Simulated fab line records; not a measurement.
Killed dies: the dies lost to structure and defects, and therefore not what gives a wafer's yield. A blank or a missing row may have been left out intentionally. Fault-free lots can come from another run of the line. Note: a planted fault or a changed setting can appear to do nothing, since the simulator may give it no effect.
8D (eight disciplines) problem report, filled in by code :: flow gf180mcu :: the parts of the form that need people (team, actions taken, sign-off) are left out

== 1. WHAT WENT WRONG ==
exposure dose mJ cm2 at GF_V5_EXPOSE_11 reads a mean of 38.50 on 9 wafers of 3 lots; wafers without a fault read 37.97 with a standard deviation of 0.043. That puts it +12 standard deviations away from the usual mean.
The step: exposes mask Via5, target cd 260 nm.
First observed at day 30 01:57: wafer L796.2, on krf scanner-01. The record has a number at this step for 36 wafers belonging to 12 lots. Rule for "out", or "out of limits": more than 4 standard deviations from the usual mean. Any other wafer with a number is counted as sound.

== 2. WHAT IT IS, WHAT IT ISN'T ==
question: which readings at this step
is: exposure dose mJ cm2
is not: -

question: which lots
is: L796, L797, L798
is not: L786, L787, L788, L790, L794, L799, L800, L802, L803

question: which wafers of those lots
is: all that have a number
is not: -

question: read on which tools
is: krf scanner-01
is not: krf scanner-02

question: when
is: from day 30 01:57
is not: up to then (15 sound wafers); but 12 sound wafers of L799, L800, L802, L803 came after

== 3. WHAT RULES OUT EACH SUSPECT ==
Counting: a tool at any process step up to the reading remains a suspect when it ran all the lots that are out and ran no sound lot after the first of those.
- krf scanner-01 at GF_V5_EXPOSE_11 (exposes mask Via5, target cd 260 nm): kept. All lots that are out passed through it, beginning with L796 at day 30 01:57, and no sound lot followed; its final sound lot before that point was L786 at day 26 18:37. Its own readings are out on those wafers: exposure dose mJ cm2.
Remaining after the count: krf scanner-01 at GF_V5_EXPOSE_11.

== 4. THE CAUSE (what the simulator had put in) ==
Process parameters drifting: krf scanner-01 at GF_V5_EXPOSE_11, beginning at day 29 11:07. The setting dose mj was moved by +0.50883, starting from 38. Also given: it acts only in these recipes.
This tool alone remained once counting was done.

== 5. SEQUENCE OF EFFECTS, ordered by route ==
Each row: a reading where the mean over the struck wafers with a number is more than 3 standard deviations away from the usual. Only readings for which the record gives a usual standard deviation are gone through. hours: the time from each lot's start at the first step in this table that gives one to its start at this step, as a median over the lots. sigmas: the change in usual standard deviations.
hours: 0
step: GF_V5_EXPOSE_11
reading: exposure dose mJ cm2
usual: 37.97
on struck wafers: 38.50
change: +0.53
sigmas: +12
The process steps in it:
- GF_V5_EXPOSE_11: exposes mask Via5, target cd 260 nm.

== 6. WHAT WOULD HAVE CAUGHT IT SOONER ==
In this record the first reading out of limits was taken at day 30 01:57, 15 hours after the fault began at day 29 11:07.
